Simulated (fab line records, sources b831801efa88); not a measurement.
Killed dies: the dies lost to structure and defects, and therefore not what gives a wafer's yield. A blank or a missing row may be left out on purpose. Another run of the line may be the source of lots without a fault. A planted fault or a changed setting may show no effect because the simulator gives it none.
2 desks looking at one fault || flow gf180mcu || each desk holds nothing but its own numbers, with what lay behind them at the end

== THE METROLOGY DESK ==
What the gauges read for every lot (on any tool): the sampled wafers with a number, averaged. The brackets show how far a lot's mean lies from the usual mean; more than 4 standard deviations puts the lot out of limits, marked OUT.
Columns: A = cd nm at GF_V3_CD_MEAS_14, usual 259.8 nm; B = V3_OVL at GF_V3_OVL_MEAS_15, usual -3 nm
{"lot": "L297", "first seen here": "day 22 17:14", "A": 260.3, "B": -10}
{"lot": "L300", "first seen here": "day 23 14:20", "A": 260.1, "B": 0}
{"lot": "L302", "first seen here": "day 24 07:58", "A": 258.8, "B": 5}
{"lot": "L314", "first seen here": "day 28 09:32", "A": 259.5, "B": -6}
{"lot": "L315", "first seen here": "day 28 13:34", "A": 259.6, "B": -1}
{"lot": "L318", "first seen here": "day 29 10:48", "A": 262.0, "B": 0}
This desk's finding: nothing out of limits on any of the 6 lots.

== FOR THE TOOL OWNER'S DESK: pvd sputter-04 ==
The tool's own readings at GF_V3_SPUTTER_21 (material Ti, target thk 15 nm, time 80.02 s): means of the sampled wafers that have a number, for each lot that ran on this tool. The brackets show how far a lot's mean lies from the usual mean; more than 4 standard deviations puts the lot out of limits, marked OUT.
Columns: A = cathode dc power W at GF_V3_SPUTTER_21, usual 2500.0 W; B = throttle valve pct at GF_V3_SPUTTER_21, usual 30.2 %
{"lot": "L300", "first seen here": "day 23 15:10", "A": "2080.2 (-99 or more) OUT", "B": 30.5}
{"lot": "L302", "first seen here": "day 24 08:47", "A": "2080.1 (-99 or more) OUT", "B": 30.4}
{"lot": "L314", "first seen here": "day 28 10:45", "A": 2500.2, "B": 30.1}
{"lot": "L315", "first seen here": "day 28 14:25", "A": 2499.8, "B": 29.9}
Finding of this desk: L300, L302 out of limits; the first was L300 at day 23 15:10, on cathode dc power W at GF_V3_SPUTTER_21. L314, L315 stayed within limits.

== TAKEN TOGETHER ==
The tool owner's desk could have raised an alarm at day 23 15:10, on L300, L302.
Nothing out of limits was seen by the metrology desk.
The metrology desk has L300, L302 on record, within its limits.
All the named lots went through GF_V3_SPUTTER_21 on pvd sputter-04.

== WHAT HAD BEEN PUT IN BY THE SIMULATOR ==
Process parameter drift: pvd sputter-04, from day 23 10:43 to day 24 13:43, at GF_V3_SPUTTER_21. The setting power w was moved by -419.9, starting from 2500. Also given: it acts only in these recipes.
Struck lots among those shown: L300, L302.
How many hours passed from the start of the fault until each desk's first out-of-limits reading: the tool owner's desk, 4.
